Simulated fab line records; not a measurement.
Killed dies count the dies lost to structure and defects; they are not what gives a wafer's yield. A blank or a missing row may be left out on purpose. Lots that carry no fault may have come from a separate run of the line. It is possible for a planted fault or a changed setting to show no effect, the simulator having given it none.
Comparing a struck lot with a sound one / flow sky130 / 15 out of 708 route steps
Sound: these wafers, L313.1, L313.2, L313.6. Struck: wafer L315.1 (L315.3, L315.4, from the same lot, were not struck and are left out); the cause is given at the end.
Order at every step that has rows: each side's tool, ch and its chambers, its first start. Under that, the readings that differ: sound wafers / struck wafers / difference of the means / sigmas: that difference in standard deviations of wafers without a fault.
alike: readings with means less than 2 such deviations apart, plus words and numbers identical on both sides. not compared: withheld readings, readings lacking a value on some wafer, bounds such as >300 that could conceal the same value, and numbers that have no deviation in the record and whose values overlap.
The two part at a step that has a row with sigmas, a row that says differs or no value, or rows on one side only. Numbers that don't overlap but have no deviation are shown without sigmas and don't part them. Lack of a reading on every wafer of one side parts them only where that side has two or more wafers.

SKY_FIELD_ISO_ETCH_15: etches the open film in CHF3/O2, stops on Si, target depth 180 nm, time 72 s.
  sound on rieDiel-02 ch 0,1,2, day 2 23:31; struck on rieDiel-02 ch 0, day 3 13:44
  alike: chf3FlowSccm, drypumpMotorCurrentA, oesProductAu, throttleValvePct
  not compared: rfHoursCounterH
SKY_FIELD_ISO_STRIP_16: strips in O2/N2.
  sound on plasmaAsher-01 ch 0,1, day 2 23:34; struck on plasmaAsher-03 ch 1, day 3 13:48
  alike: drypumpMotorCurrentA, oesProductAu, stripTimeToEndpointS
  not compared: rfHoursCounterH
SKY_FIELD_ISO_ETCH_17: etches Si in HBr/Cl2/O2, target depth 342 nm, time 97.7 s.
  sound on rieSi-01 ch 0,2,3, day 2 23:40; struck on rieSi-01 ch 1, day 3 13:54
  alike: drypumpMotorCurrentA, oesProductAu, throttleValvePct
  not compared: rfHoursCounterH
then, 5 steps without rows for these wafers: SKY_FIELD_ISO_WET_ETCH_18 (etches Si3N4 in H3PO4, target depth 25 nm, time 286 s); SKY_FIELD_ISO_CLEAN_19 (cleans in SC1/SC2, time 150 s); SKY_FIELD_ISO_CLEAN_20 (cleans in dHF, time 20 s); SKY_FIELD_ISO_WET_ETCH_21 (etches SiO2 in dHF, target depth 20 nm, time 400 s); SKY_FIELD_ISO_OXIDATION_22 (stabilise 600 s, purge 300 s, target thk 10 nm).
SKY_FIELD_ISO_THK_MEAS_23:
  sound on filmMetro-01, day 3 02:16; struck on filmMetro-03, day 3 16:31
reading=FIELD_ISO_OXIDATION_01_THK (nm); sound=9.95 9.89 9.95; struck=9.44; difference=-0.49; sigmas=-3
then, 1 step without rows for these wafers: SKY_FIELD_ISO_CVD_24 (deposits SiO2, target thk 595 nm, time 99.2 s).
SKY_FIELD_ISO_THK_MEAS_25:
  sound on filmMetro-03, day 3 02:23; struck on filmMetro-03, day 3 16:38
  alike: FIELD_ISO_CVD_24_THK
then, 1 step without rows for these wafers: SKY_FIELD_ISO_ANNEAL_26 (time 1800 s).
SKY_FIELD_ISO_CMP_27: polishes, stops on Si3N4, t overpolish 16 s, target thk 457.8 nm.
  sound on cmp-02 ch 1,2, day 3 05:12; struck on cmp-01 ch 2, day 3 19:31
reading=overpolishRunS (s); sound=16.017 15.985 15.989; struck=10.905; difference=-5.092; sigmas=-99 or more
reading=tOverpolishS (s); sound=16 16 16; struck=10.905; difference=-5.095; sigmas=
  alike: motorCurrentA, timeToEndpointS
then, 1 step without rows for these wafers: SKY_FIELD_ISO_WET_ETCH_28 (etches SiO2 in dHF, target depth 23.7 nm, time 47 s).
-- record jumps: 44 days separate the struck wafers' starts on either side; left off in module FIELD_ISO, taken up again in module PAD_OPEN, whose first shown step is the route's number 708 --
SKY_PAD_OPEN_PROBE_99:
  sound on prober-01, day 46 15:19; struck on prober-01, day 47 14:04
  alike: killed_at_M0_to_M3, killed_at_M4_up, killedAtContacts, killedAtFrontEnd, killedAtOther, killedDies, killedOnRim, killedOpen, killedShort

## WHERE THEY PART
First at SKY_FIELD_ISO_THK_MEAS_23; last, within this record, at SKY_FIELD_ISO_CMP_27. Later steps at which nothing parts them and some readings are alike: SKY_PAD_OPEN_PROBE_99.

WHY: the cause the simulator had injected
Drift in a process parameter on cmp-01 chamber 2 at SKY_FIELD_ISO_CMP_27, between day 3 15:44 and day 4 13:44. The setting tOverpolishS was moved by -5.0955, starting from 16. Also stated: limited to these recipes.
